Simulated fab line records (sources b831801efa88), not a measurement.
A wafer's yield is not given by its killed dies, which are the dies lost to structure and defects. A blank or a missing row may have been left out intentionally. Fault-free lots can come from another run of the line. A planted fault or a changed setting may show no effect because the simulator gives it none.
Split-lot experiment :: flow sky130 :: route with 708 steps; 5 lots, 23 wafers read

ON THE SPLIT
At SKY_VIA3_CMP_02 (polishes SiO2), the setting leave_above_ref_nm was moved away from the recipe's 465 nm on 8 of the 23 wafers read, by -6.2% to +4.3%. All remaining wafers had this setting at the recipe value.

FROM THE SPLIT TO THE READING: what the file shows between them, 2 steps
- SKY_VIA3_DEHYDRATE_04: time 60 s
- SKY_VIA3_ETCH_14: etches BARC in N2/H2, stops on SiO2, time 45.9 s, target depth 60 nm

THE READING
oes_product_au, in a.u., at SKY_VIA3_ETCH_15 (etches SiO2 in C4F8/O2/Ar, stops on TiN, target depth 507 nm, time 78 s). Typical for fault-free wafers on this fab line: 0.945 a.u., with standard deviation 0.0054 a.u.

wafer: L075.1
tool, chamber at the split: cmp-01, 1,0
leave_above_ref_nm as run, nm: 485
against the recipe: +4.3%
oes_product_au, a.u.: 0.964
against lot-mates on the recipe: +0.020

wafer: L075.2
tool, chamber at the split: cmp-01, 0,2,3
leave_above_ref_nm as run, nm: 465
against the recipe: recipe
oes_product_au, a.u.: 0.939
against lot-mates on the recipe: -

wafer: L075.4
tool, chamber at the split: cmp-01, 0,2,3
leave_above_ref_nm as run, nm: 465
against the recipe: recipe
oes_product_au, a.u.: 0.945
against lot-mates on the recipe: -

wafer: L075.5
tool, chamber at the split: cmp-01, 1,0
leave_above_ref_nm as run, nm: 485
against the recipe: +4.3%
oes_product_au, a.u.: 0.978
against lot-mates on the recipe: +0.034

wafer: L075.6
tool, chamber at the split: cmp-01, 0,2,3
leave_above_ref_nm as run, nm: 465
against the recipe: recipe
oes_product_au, a.u.: 0.947
against lot-mates on the recipe: -

wafer: L078.1
tool, chamber at the split: cmp-01, 1
leave_above_ref_nm as run, nm: 465
against the recipe: recipe
oes_product_au, a.u.: 0.942
against lot-mates on the recipe: -

wafer: L078.4
tool, chamber at the split: cmp-01, 0
leave_above_ref_nm as run, nm: 465
against the recipe: recipe
oes_product_au, a.u.: 0.960
against lot-mates on the recipe: -

wafer: L078.6
tool, chamber at the split: cmp-01, 1
leave_above_ref_nm as run, nm: 465
against the recipe: recipe
oes_product_au, a.u.: 0.947
against lot-mates on the recipe: -

wafer: L079.1
tool, chamber at the split: cmp-02, 3
leave_above_ref_nm as run, nm: 465
against the recipe: recipe
oes_product_au, a.u.: 0.940
against lot-mates on the recipe: -

wafer: L079.3
tool, chamber at the split: cmp-02, 2
leave_above_ref_nm as run, nm: 465
against the recipe: recipe
oes_product_au, a.u.: 0.943
against lot-mates on the recipe: -

wafer: L079.4
tool, chamber at the split: cmp-02, 0
leave_above_ref_nm as run, nm: 482.7
against the recipe: +3.8%
oes_product_au, a.u.: 0.956
against lot-mates on the recipe: +0.014

wafer: L079.5
tool, chamber at the split: cmp-02, 3
leave_above_ref_nm as run, nm: 482.7
against the recipe: +3.8%
oes_product_au, a.u.: 0.962
against lot-mates on the recipe: +0.020

wafer: L079.6
tool, chamber at the split: cmp-02, 2
leave_above_ref_nm as run, nm: 482.7
against the recipe: +3.8%
oes_product_au, a.u.: 0.966
against lot-mates on the recipe: +0.024

wafer: L084.1
tool, chamber at the split: cmp-01, 2
leave_above_ref_nm as run, nm: 465
against the recipe: recipe
oes_product_au, a.u.: 0.940
against lot-mates on the recipe: -

wafer: L084.3
tool, chamber at the split: cmp-01, 0
leave_above_ref_nm as run, nm: 465
against the recipe: recipe
oes_product_au, a.u.: 0.942
against lot-mates on the recipe: -

wafer: L084.4
tool, chamber at the split: cmp-01, 1
leave_above_ref_nm as run, nm: 465
against the recipe: recipe
oes_product_au, a.u.: 0.947
against lot-mates on the recipe: -

wafer: L084.5
tool, chamber at the split: cmp-01, 1
leave_above_ref_nm as run, nm: 465
against the recipe: recipe
oes_product_au, a.u.: 0.952
against lot-mates on the recipe: -

wafer: L084.6
tool, chamber at the split: cmp-01, 2
leave_above_ref_nm as run, nm: 465
against the recipe: recipe
oes_product_au, a.u.: 0.934
against lot-mates on the recipe: -

wafer: L085.1
tool, chamber at the split: cmp-01, 3
leave_above_ref_nm as run, nm: 465
against the recipe: recipe
oes_product_au, a.u.: 0.948
against lot-mates on the recipe: -

wafer: L085.2
tool, chamber at the split: cmp-01, 2
leave_above_ref_nm as run, nm: 436.2
against the recipe: -6.2%
oes_product_au, a.u.: 0.920
against lot-mates on the recipe: -0.030

wafer: L085.3
tool, chamber at the split: cmp-01, 0
leave_above_ref_nm as run, nm: 436.2
against the recipe: -6.2%
oes_product_au, a.u.: 0.908
against lot-mates on the recipe: -0.042

wafer: L085.4
tool, chamber at the split: cmp-01, 1
leave_above_ref_nm as run, nm: 465
against the recipe: recipe
oes_product_au, a.u.: 0.952
against lot-mates on the recipe: -

wafer: L085.6
tool, chamber at the split: cmp-01, 0
leave_above_ref_nm as run, nm: 436.2
against the recipe: -6.2%
oes_product_au, a.u.: 0.914
against lot-mates on the recipe: -0.036
The file does not say which wafer passed through which chamber wherever a row lists several chambers: such a row stands for several wafers.

FIT RESULTS
A straight line over all 23 wafers: oes_product_au changes by +0.00504 a.u. for each +1% of leave_above_ref_nm; r = +0.92; the points scatter about the line by 0.0064 a.u.
The same after taking each lot's own level away (the mean of its wafers on the recipe; 23 wafers): +0.00578 a.u. for each +1%; r = +0.95; scatter 0.0056 a.u.
That fit puts the effect of the largest move of leave_above_ref_nm on the reading at 0.036 a.u.
Measured against the standard deviation above, the lots' own levels, which go from 0.9415 to 0.9500 a.u., span 1.6 times it.
So the slope is not independent of the lot-to-lot level: the two fits are not the same.
Check: with one of the wafers moved furthest among these (-6.2%) left out of the fit, the line predicts -0.0378 a.u. for it against its lot-mates. It came out at -0.03 a.u. against them.

FURTHER SPLITS ON THESE WAFERS
Note: prior to the reading, these wafers also went through further splits. Each is held against what the fit with the lots' levels taken away leaves over:
other split on the same wafers: SKY_VIA3_HDPCVD_00 time_s
wafers away from the commonest value: 9
r with oes_product_au (lot level and that fit taken away): +0.07

THE WHOLE CHAIN: every reading that the file lists as answering this split, in the file's order
step: SKY_VIA3_CMP_02
what it does: polishes SiO2
reading: SiO2_of_VIA3_HDPCVD_00.thk_nm (the simulator's own value, which no gauge read)
change (the file's fit): +4.71 nm for each +1% of the setting
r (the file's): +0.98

step: SKY_VIA3_ETCH_15
what it does: etches SiO2 in C4F8/O2/Ar, stops on TiN, target depth 507 nm, time 78 s
reading: oes_product_au
change (the file's fit): +0.00581 a.u. for each +1% of the setting
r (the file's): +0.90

step: SKY_VIA3_ETCH_15
what it does: etches SiO2 in C4F8/O2/Ar, stops on TiN, target depth 507 nm, time 78 s
reading: VIA3.feature_depth_nm (the simulator's own value, which no gauge read)
change (the file's fit): +4.53 nm for each +1% of the setting
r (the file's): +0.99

THE FILE'S OWN FIT
oes_product_au changes by +0.00581 a.u. for each +1% of leave_above_ref_nm, r = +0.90.
